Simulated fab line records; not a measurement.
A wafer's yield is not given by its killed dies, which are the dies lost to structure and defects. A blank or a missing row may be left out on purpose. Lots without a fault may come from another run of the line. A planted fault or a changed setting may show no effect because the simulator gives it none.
Matching of chambers    flow sky130    SKY_VIA3_CMP_24 on cmp-02 has 4 sister chambers
The step polishes, stops on SiO2, t overpolish 20 s, target thk 0 nm. 24 wafers are shown with their chamber, then 12 later ones without.

## WAFERS, EACH WITH ITS CHAMBER
wafer   chamber  motorCurrentA (A)  timeToEndpointS (s)  overpolishRunS (s)
L076.1  0        12.6               90                   19.980
L076.2  2        9.2                88                   19.975
L076.6  1        13.4               90                   20.008
L075.2  0        12.5               88                   19.994
L075.4  3        9.8                92                   20.013
L075.5  1        13.6               91                   20.017
L078.3  3        9.6                96                   19.995
L078.5  1        13.7               92                   19.987
L078.6  0        12.8               91                   20.010
L081.1  3        9.2                99                   20.006
L081.3  2        10.3               91                   20.000
L081.5  2        10.0               96                   19.993
L082.1  0        12.4               92                   20.003
L082.2  3        9.1                96                   19.995
L082.5  3        9.5                97                   20.007
L085.2  2        10.1               92                   19.994
L085.5  2        10.2               88                   19.996
L085.6  1        13.6               88                   20.002
L086.4  3        9.7                98                   19.987
L086.5  0        13.2               92                   19.999
L086.6  3        9.6                95                   20.008
L088.2  2        9.5                94                   20.000
L088.4  3        9.6                98                   19.999
L088.5  0        12.9               97                   20.000

SIGNATURES (averages over the wafers above)
reading          chamber 0  chamber 1  chamber 2  chamber 3  scatter within a chamber
motorCurrentA    12.733     13.575     9.883      9.512      0.303
timeToEndpointS  91.67      90.25      91.50      96.38      2.64
overpolishRunS   19.99767   20.00350   19.99300   20.00125   0.00987
Rule: a wafer lies at a distance from a chamber equal to the root of the sum of squares, over the readings, of (its reading less the chamber's mean, divided by the reading's scatter). The wafer belongs to the nearest chamber; if the next one is less than 2 further off, it can't be placed. The scatter: take each reading less its chamber's mean, square it, sum over the shown wafers, divide by the number of wafers less the number of chambers, and take the root.

## WAFERS MISSING THEIR CHAMBER
wafer   motorCurrentA (A)  timeToEndpointS (s)  overpolishRunS (s)
L089.3  9.0                96                   19.998
L089.4  10.1               90                   19.979
L089.5  13.1               90                   20.011
L090.1  12.5               89                   20.007
L090.4  9.1                94                   19.980
L090.6  13.5               95                   20.006
L095.1  12.6               92                   20.004
L095.2  10.1               89                   20.000
L095.4  12.7               91                   20.007
L097.2  13.1               90                   19.994
L097.3  9.6                94                   20.002
L097.5  13.6               90                   19.989

## THE CHAMBER EACH PASSED THROUGH
wafer   from the rows above      in truth
L089.3  can't be placed: 3 or 2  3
L089.4  2                        2
L089.5  can't be placed: 1 or 0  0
L090.1  0                        0
L090.4  can't be placed: 3 or 2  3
L090.6  can't be placed: 1 or 0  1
L095.1  0                        0
L095.2  2                        2
L095.4  can't be placed: 0 or 1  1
L097.2  can't be placed: 0 or 1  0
L097.3  can't be placed: 3 or 2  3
L097.5  can't be placed: 1 or 0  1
Correctly placed: 4 of 12. Not placeable from these rows: 8 (in 8, the candidates include the true chamber). Number placed wrongly: 0.
